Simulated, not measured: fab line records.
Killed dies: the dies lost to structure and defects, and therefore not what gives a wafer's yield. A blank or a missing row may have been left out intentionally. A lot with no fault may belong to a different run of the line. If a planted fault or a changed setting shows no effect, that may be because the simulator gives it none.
A lot that was struck, set against a sound lot + flow sfq-line + 28 steps out of a route of 325
Sound: wafers L515.1, L515.3, L515.5. Struck: wafer L521.1 (left out: L521.3, L521.4 of the same lot, which were not struck); the cause appears at the end.
For every step that has rows: the tool of each side, followed by ch and its chambers, followed by its first start. Under that, the readings that differ: sound wafers + struck wafers + difference of the means + sigmas: that difference in standard deviations of wafers without a fault.
alike: readings whose means differ by less than 2 such deviations, and words and numbers that are the same on both sides. not compared: withheld readings, readings that some wafer has no value for, bounds like >300 that may hide the same value, and numbers for which the record gives no deviation and whose values overlap.
The two part at a step that has a row with sigmas, a row that says differs or no value, or rows on one side only. Numbers that have no deviation but don't overlap get no sigmas and don't part them. Lack of a reading on every wafer of one side parts them only where that side has two or more wafers.

first, 6 steps without rows for these wafers: SFQ_TRILAYER_M2_LITHO_COAT_062 (resist thk 62 nm); SFQ_TRILAYER_M2_LITHO_COAT_057 (resist thk 600 nm); SFQ_TRILAYER_M2_LITHO_SOFTBAKE_061; SFQ_TRILAYER_M2_LITHO_EXPOSE_058 (exposes mask M2, target cd 500 nm); SFQ_TRILAYER_M2_LITHO_PEB_060 (peb time 60 s); SFQ_TRILAYER_M2_LITHO_DEVELOP_059 (time 60 s).
SFQ_M2_OVL_MEAS_916:
  sound: overlay-02 at day 40 21:07; struck: overlay-01 at day 43 08:41
  alike: M2_OVL
SFQ_TRILAYER_M2_BARC_OPEN_METAL_ETCH_077: etches BARC in O2, target depth 125 nm, time 41.7 s.
  sound on rie-metal-01 ch 0,1, day 40 21:08; struck on rie-metal-04 ch 0, day 43 08:43
| reading                     | sound          | struck | difference | sigmas |
|-----------------------------|----------------|--------|------------|--------|
| drypump-motor-current-A (A) | 5.81 5.72 5.82 | 5.17   | -0.61      | -3     |
  alike: oes-product-au
  not compared: rf-hours-counter-h
SFQ_TRILAYER_M2_ETCH_METAL_ETCH_060: etches Nb in Cl2/Ar, stops on SiO2, target depth 240 nm, time 120 s.
  sound on rie-metal-01 ch 0,1, day 40 21:12; struck on rie-metal-04 ch 0, day 43 08:47
| reading                     | sound             | struck | difference | sigmas |
|-----------------------------|-------------------|--------|------------|--------|
| drypump-motor-current-A (A) | 5.80 5.72 5.78    | 5.17   | -0.60      | -3     |
| oes-product-au (a.u.)       | 0.893 0.888 0.892 | 0.909  | +0.018     | +3     |
  not compared: rf-hours-counter-h
SFQ_TRILAYER_M2_STRIP_STRIP_061: strips in O2.
  sound on rie-metal-01 ch 0,1, day 40 21:20; struck on rie-metal-04 ch 0, day 43 08:54
| reading                     | sound          | struck | difference | sigmas |
|-----------------------------|----------------|--------|------------|--------|
| drypump-motor-current-A (A) | 5.83 5.70 5.79 | 5.17   | -0.60      | -3     |
  alike: oes-product-au
  not compared: rf-hours-counter-h
then, 2 steps without rows for these wafers: SFQ_TRILAYER_M2_STRIP_SOLV_CLEAN_062 (cleans in NMP, time 600 s); SFQ_TRILAYER_I2_DEP_PECVD_063 (deposits SiO2 from SiH4/N2O, time 111.11 s, target thk 500 nm).
SFQ_TRILAYER_I2_CMP_CMP_064: polishes SiO2.
  sound on cmp-02 ch 0,2, day 40 22:18; struck on cmp-02 ch 2, day 43 09:46
| reading                                             | sound             | struck | difference | sigmas |
|-----------------------------------------------------|-------------------|--------|------------|--------|
| time-to-endpoint-s (s)                              | 212 213 223       | 191    | -25        | -3     |
| model.SiO2_of_TRILAYER_I2_DEP_PECVD_063.thk-nm (nm) | 200.2 200.2 199.7 | 221.2  | +21.2      |        |
  alike: motor-current-A
SFQ_I2_BOW_MEAS_917:
  sound: film-metro-01 at day 41 01:18; struck: film-metro-04 at day 43 12:46
  alike: I2_BOW
SFQ_TRILAYER_I2_METRO_MEASURE_065:
  sound: film-metro-01 at day 41 01:25; struck: film-metro-04 at day 43 12:53
| reading     | sound             | struck | difference | sigmas |
|-------------|-------------------|--------|------------|--------|
| thk-nm (nm) | 200.2 200.3 199.8 | 221.2  | +21.1      | +24    |
then, 6 steps without rows for these wafers: SFQ_TRILAYER_I2_VIA_LITHO_COAT_072 (resist thk 62 nm); SFQ_TRILAYER_I2_VIA_LITHO_COAT_067 (resist thk 650 nm); SFQ_TRILAYER_I2_VIA_LITHO_SOFTBAKE_071; SFQ_TRILAYER_I2_VIA_LITHO_EXPOSE_068 (exposes mask I2, target cd 500 nm); SFQ_TRILAYER_I2_VIA_LITHO_PEB_070 (peb time 60 s); SFQ_TRILAYER_I2_VIA_LITHO_DEVELOP_069 (time 60 s).
SFQ_I2_OVL_MEAS_918:
  sound: overlay-01 at day 42 05:05; struck: overlay-02 at day 43 17:20
| reading     | sound     | struck | difference | sigmas |
|-------------|-----------|--------|------------|--------|
| I2_OVL (nm) | -9 -15 -3 | 4      | +13        | +2     |
then, 1 step without rows for these wafers: SFQ_TRILAYER_I2_VIA_BARC_OPEN_VIA_ETCH_096 (etches BARC in O2, target depth 125 nm, time 41.7 s).
SFQ_TRILAYER_I2_VIA_ETCH_VIA_ETCH_070: etches SiO2 in CHF3, stops on Nb, target depth 260 nm.
  sound on rie-diel-04 ch 0,2, day 42 05:10; struck on rie-diel-01 ch 1, day 43 17:25
| reading                        | sound             | struck | difference | sigmas |
|--------------------------------|-------------------|--------|------------|--------|
| drypump-motor-current-A (A)    | 5.1 5.8 5.8       | 6.7    | +1.1       | +3     |
| oes-product-au (a.u.)          | 0.856 0.862 0.860 | 0.910  | +0.051     | +11    |
| model.etch.depth-nm (nm)       | 200.2 200.2 199.7 | 221.2  | +21.2      |        |
| model.I2.feature-depth-nm (nm) | 200.2 200.2 199.7 | 221.2  | +21.2      |        |
SFQ_TRILAYER_I2_VIA_STRIP_STRIP_071: strips in O2.
  sound on rie-metal-03 ch 1, day 42 05:16; struck on rie-metal-03 ch 0, day 43 17:31
  alike: drypump-motor-current-A, oes-product-au
  not compared: rf-hours-counter-h
then, 1 step without rows for these wafers: SFQ_TRILAYER_I2_VIA_STRIP_SOLV_CLEAN_072 (cleans in NMP, time 600 s).
SFQ_TRILAYER_M3_DEP_PRE_CLEAN_074: time 22.5 s.
  sound: pvd-sputter-05 at day 42 06:03; struck: pvd-sputter-03 at day 43 18:18
| reading                                             | sound             | struck | difference | sigmas |
|-----------------------------------------------------|-------------------|--------|------------|--------|
| model.SiO2_of_TRILAYER_I2_DEP_PECVD_063.thk-nm (nm) | 192.7 192.7 192.2 | 213.7  | +21.2      |        |
SFQ_TRILAYER_M3_DEP_SPUTTER_073: material Nb, target thk 200 nm, time 133.3 s.
  sound: pvd-sputter-05 at day 42 06:04; struck: pvd-sputter-03 at day 43 18:19
  alike: throttle-valve-pct

## WHERE THEY PART
Earliest at SFQ_TRILAYER_M2_BARC_OPEN_METAL_ETCH_077; latest, in this record, at SFQ_TRILAYER_I2_VIA_ETCH_VIA_ETCH_070. Later steps at which nothing parts them and some readings are alike: SFQ_TRILAYER_I2_VIA_STRIP_STRIP_071, SFQ_TRILAYER_M3_DEP_SPUTTER_073.

WHY: what had been put in by the simulator
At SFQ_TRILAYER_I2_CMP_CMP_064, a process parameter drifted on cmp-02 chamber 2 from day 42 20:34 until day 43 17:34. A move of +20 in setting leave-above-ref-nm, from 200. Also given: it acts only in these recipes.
